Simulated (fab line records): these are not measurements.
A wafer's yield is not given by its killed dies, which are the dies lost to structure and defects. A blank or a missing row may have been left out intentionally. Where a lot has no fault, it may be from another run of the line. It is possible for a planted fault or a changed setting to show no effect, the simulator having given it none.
Which tool is to blame?    flow gf180mcu    9 lots, 27 wafers sampled, at 3 steps of a route of 602

## WHAT EACH GAUGE READ, for each wafer
GF_MIM_RS_MEAS_10: a four-point-probe measurement.
lot   measured      on             MIM_ALCU_RS (ohm/sq)
L275  day 24 10:37  film_metro-04  0.1630 0.1621 0.1602
L283  day 27 13:26  film_metro-04  0.1592 0.1584 0.1577
L284  day 27 16:28  film_metro-04  0.1589 0.1606 0.1613
L286  day 28 07:23  film_metro-02  0.1597 0.1572 0.1606
L291  day 29 23:38  film_metro-04  0.1504 0.1493 0.1503
L292  day 30 07:19  film_metro-04  0.1573 0.1573 0.1584
L293  day 30 17:41  film_metro-02  0.1501 0.1501 0.1485
L294  day 30 22:02  film_metro-01  0.1602 0.1603 0.1613
L298  day 31 20:11  film_metro-02  0.1604 0.1613 0.1576

## TOOL THAT RAN EACH LOT (tool first, then ch and the chambers of the sampled wafers, then the start)
lot   GF_V2_STRIP_18                        GF_MIM_SPUTTER_08
L275  plasma_asher-04 ch 0,1, day 20 05:31  pvd_sputter-02, day 24 10:32
L283  plasma_asher-04 ch 0,1, day 23 14:18  pvd_sputter-04, day 27 13:22
L284  plasma_asher-04 ch 0,1, day 23 20:32  pvd_sputter-02, day 27 16:22
L286  plasma_asher-03 ch 0,1, day 24 11:29  pvd_sputter-04, day 28 07:19
L291  plasma_asher-02 ch 0,1, day 26 06:09  pvd_sputter-02, day 29 23:31
L292  plasma_asher-04 ch 0,1, day 26 15:47  pvd_sputter-04, day 30 07:14
L293  plasma_asher-03 ch 0,1, day 27 03:13  pvd_sputter-02, day 30 17:36
L294  plasma_asher-04 ch 0,1, day 27 08:59  pvd_sputter-01, day 30 21:56
L298  plasma_asher-04 ch 0,1, day 28 09:36  pvd_sputter-01, day 31 20:08
- GF_V2_STRIP_18: strips in O2/N2.
- GF_MIM_SPUTTER_08: material AlCu, target thk 200 nm, time 10.6 s.

## THE ANSWER, worked out from the rows above alone
Rule: what is usual is taken from the lots themselves. Put in order of their means at a reading, lots are off if they are a third of the lots or fewer, leave a main group of 4 or more, and stand apart from it by a gap of 3 or more times the standard deviation of the main group's means; of several such gaps the widest counts. A main group whose means are all the same, to the digits that the tables above print for the reading, isn't used. A lot without any number at a reading at which 4 lots or more have one is off too. The other lots that the step has rows for count as sound.
Off: at GF_MIM_RS_MEAS_10 (MIM_ALCU_RS), L291, L293. Mean 0.1597 ohm/sq and standard deviation 0.0013 in the main group.
A tool fits if, at a process step before that reading, it ran every lot that is off, and no sound lot after the first of them. The gauges at GF_MIM_RS_MEAS_10 are tried like those tools. One candidate fits, namely pvd_sputter-02 at GF_MIM_SPUTTER_08. Its last sound lot is L284 (day 27 16:22), its first lot that is off L291 (day 29 23:31): a fault that began between those two fits.

## WHAT WAS PUT IN BY THE SIMULATOR
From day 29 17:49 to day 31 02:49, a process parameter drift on pvd_sputter-02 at GF_MIM_SPUTTER_08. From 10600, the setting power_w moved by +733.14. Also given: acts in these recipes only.
Shown lots that were struck: L291, L293. Same finding as the rule above.
